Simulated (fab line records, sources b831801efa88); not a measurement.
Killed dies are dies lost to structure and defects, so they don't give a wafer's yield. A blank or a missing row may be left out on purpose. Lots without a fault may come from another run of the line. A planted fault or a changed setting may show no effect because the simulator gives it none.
A struck lot beside a sound one | flow gf180mcu | 16 steps out of a route of 602
Sound: wafers L611.3, L611.5, L611.6. Struck: wafers L627.1, L627.3, L627.6. The cause comes at the end.
At each step with rows: each side's tool, then ch and its chambers, then its first start. Under that, the readings that differ: sound wafers | struck wafers | difference of the means | sigmas: that difference in standard deviations of wafers without a fault.
alike: readings whose means differ by less than 2 such deviations, and words and numbers that are the same on both sides. not compared: withheld readings, readings that some wafer has no value for, bounds like >300 that may hide the same value, and numbers for which the record gives no deviation and whose values overlap.
The two part at a step that has a row with sigmas, a row that says differs or no value, or rows on one side only. Numbers that don't overlap but have no deviation are shown without sigmas and don't part them. A reading that every wafer of one side lacks parts them only if that side has two wafers or more.

first, 7 steps without rows for these wafers: GF_HV_LDD_DEHYDRATE_24 (time 60 s); GF_HV_LDD_HMDS_25 (prime time 60 s); GF_HV_LDD_COAT_26 (resist thk 1000 nm); GF_HV_LDD_SOFTBAKE_27 (time 60 s); GF_HV_LDD_EXPOSE_28 (exposes mask Nplus HV AREA, target cd 400 nm); GF_HV_LDD_PEB_29; GF_HV_LDD_DEVELOP_30 (develop time 60 s).
GF_HV_LDD_CD_MEAS_31: target cd 400 nm.
  sound on cd_sem-01, day 11 23:26; struck on cd_sem-01, day 17 05:17
  alike: cd_nm
GF_HV_LDD_OVL_MEAS_32:
  sound on overlay-02, day 11 23:32; struck on overlay-02, day 17 05:24
  alike: HV_LDD_02_OVL
then, 3 steps without rows for these wafers: GF_HV_LDD_IMPLANT_33; GF_HV_LDD_IMPLANT_34; GF_HV_LDD_IMPLANT_35.
GF_HV_LDD_IMPLANT_36:
  sound on implanter-04 ch 0, day 12 00:04; struck on implanter-01 ch 0, day 17 05:53
  reading            | sound                         | struck                           | difference  | sigmas
  dose_ions_cm2      | 7.508e+12 7.507e+12 7.506e+12 | 3.5196e+13 3.5203e+13 3.5188e+13 | +2.7689e+13 | +99 or more
  faraday_current_uA | 42.2 41.2 42.9                | 201.0 194.1 200.0                | +156.3      | +99 or more
  alike: rotation_deg
GF_HV_LDD_STRIP_37: strips in O2/N2.
  sound on plasma_asher-03 ch 0,1, day 12 00:11; struck on plasma_asher-03 ch 0,1, day 17 06:02
  alike: drypump_motor_current_A, heater_power_w, o2_flow_sccm, oes_product_au, platen_temp_c, strip_time_to_endpoint_s
  not compared: rf_hours_counter_h
GF_HV_LDD_TW_MEAS_38:
  sound on film_metro-04, day 12 00:17; struck on film_metro-01, day 17 06:22
  reading     | sound          | struck         | difference | sigmas
  HV_LDD_3_TW | 1442 1446 1447 | 1792 1794 1785 | +345       | +55
  not compared: hold
then, 1 step without rows for these wafers: GF_PASSIVATION_PROBE_99.

WHERE THEY PART
First at GF_HV_LDD_IMPLANT_36; last, within this record, at GF_HV_LDD_TW_MEAS_38.

WHY: what the simulator had put in
Process parameter drift: implanter-01, from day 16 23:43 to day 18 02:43, at GF_HV_LDD_IMPLANT_36. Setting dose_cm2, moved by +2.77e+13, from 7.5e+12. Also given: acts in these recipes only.
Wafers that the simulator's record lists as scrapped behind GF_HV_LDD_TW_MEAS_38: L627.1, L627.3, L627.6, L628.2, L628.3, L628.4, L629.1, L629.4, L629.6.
